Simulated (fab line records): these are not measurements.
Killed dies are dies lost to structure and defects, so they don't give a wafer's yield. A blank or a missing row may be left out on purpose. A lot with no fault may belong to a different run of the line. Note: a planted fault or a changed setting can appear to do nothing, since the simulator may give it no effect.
The tool behind it: which one? || flow gf180mcu || 12 lots with 36 wafers sampled at 2 steps, on a route of 602 steps

WHAT THE GAUGES READ, wafer by wafer
GF_V1_CD_MEAS_14: target cd 260 nm.
{"lot": "L075", "measured": "day 18 05:16", "on": "cd_sem-02", "cd_nm (nm)": "261.4 259.4 260.4"}
{"lot": "L077", "measured": "day 18 20:50", "on": "cd_sem-01", "cd_nm (nm)": "260.1 259.3 258.9"}
{"lot": "L079", "measured": "day 19 18:48", "on": "cd_sem-01", "cd_nm (nm)": "261.1 259.7 260.2"}
{"lot": "L081", "measured": "day 20 23:39", "on": "cd_sem-01", "cd_nm (nm)": "260.6 258.3 261.2"}
{"lot": "L083", "measured": "day 21 16:06", "on": "cd_sem-02", "cd_nm (nm)": "260.7 260.5 259.8"}
{"lot": "L085", "measured": "day 22 08:11", "on": "cd_sem-02", "cd_nm (nm)": "259.7 261.0 260.1"}
{"lot": "L087", "measured": "day 22 20:02", "on": "cd_sem-02", "cd_nm (nm)": "262.1 261.6 260.4"}
{"lot": "L089", "measured": "day 23 14:06", "on": "cd_sem-02", "cd_nm (nm)": "260.4 258.7 260.0"}
{"lot": "L091", "measured": "day 24 04:50", "on": "cd_sem-02", "cd_nm (nm)": "259.6 259.0 258.9"}
{"lot": "L093", "measured": "day 25 00:19", "on": "cd_sem-02", "cd_nm (nm)": "259.5 259.2 257.8"}
{"lot": "L095", "measured": "day 25 19:48", "on": "cd_sem-01", "cd_nm (nm)": "260.6 260.7 260.2"}
{"lot": "L097", "measured": "day 26 07:08", "on": "cd_sem-01", "cd_nm (nm)": "259.8 260.2 259.9"}

WHAT TOOL EACH LOT RAN ON (gives the tool, then ch and the chambers of the sampled wafers, and finally the start)
{"lot": "L075", "GF_M1_SPUTTER_03": "pvd_sputter-03, day 16 07:29"}
{"lot": "L077", "GF_M1_SPUTTER_03": "pvd_sputter-03, day 16 21:32"}
{"lot": "L079", "GF_M1_SPUTTER_03": "pvd_sputter-02, day 17 17:47"}
{"lot": "L081", "GF_M1_SPUTTER_03": "pvd_sputter-02, day 18 21:33"}
{"lot": "L083", "GF_M1_SPUTTER_03": "pvd_sputter-03, day 19 14:11"}
{"lot": "L085", "GF_M1_SPUTTER_03": "pvd_sputter-02, day 20 07:17"}
{"lot": "L087", "GF_M1_SPUTTER_03": "pvd_sputter-02, day 20 19:12"}
{"lot": "L089", "GF_M1_SPUTTER_03": "pvd_sputter-04, day 21 14:32"}
{"lot": "L091", "GF_M1_SPUTTER_03": "pvd_sputter-04, day 22 05:26"}
{"lot": "L093", "GF_M1_SPUTTER_03": "pvd_sputter-02, day 23 02:13"}
{"lot": "L095", "GF_M1_SPUTTER_03": "pvd_sputter-03, day 23 23:09"}
{"lot": "L097", "GF_M1_SPUTTER_03": "pvd_sputter-02, day 24 11:26"}
- GF_M1_SPUTTER_03: material Ti, target thk 10 nm, time 6.7 s.

THE ANSWER, worked out from the rows above alone
Rule: what is usual is taken from the lots themselves. Put in order of their means at a reading, lots are off if they are a third of the lots or fewer, leave a main group of 4 or more, and stand apart from it by a gap of 3 or more times the standard deviation of the main group's means; of several such gaps the widest counts. If all means in a main group match to the digits the tables above print for the reading, that group is not used. Also off: a lot with no number at a reading for which 4 or more lots have one. All remaining lots with rows at the step are treated as sound.
No lot is off on any of the readings shown, so nothing can be concluded from this.

WHAT THE SIMULATOR PUT IN
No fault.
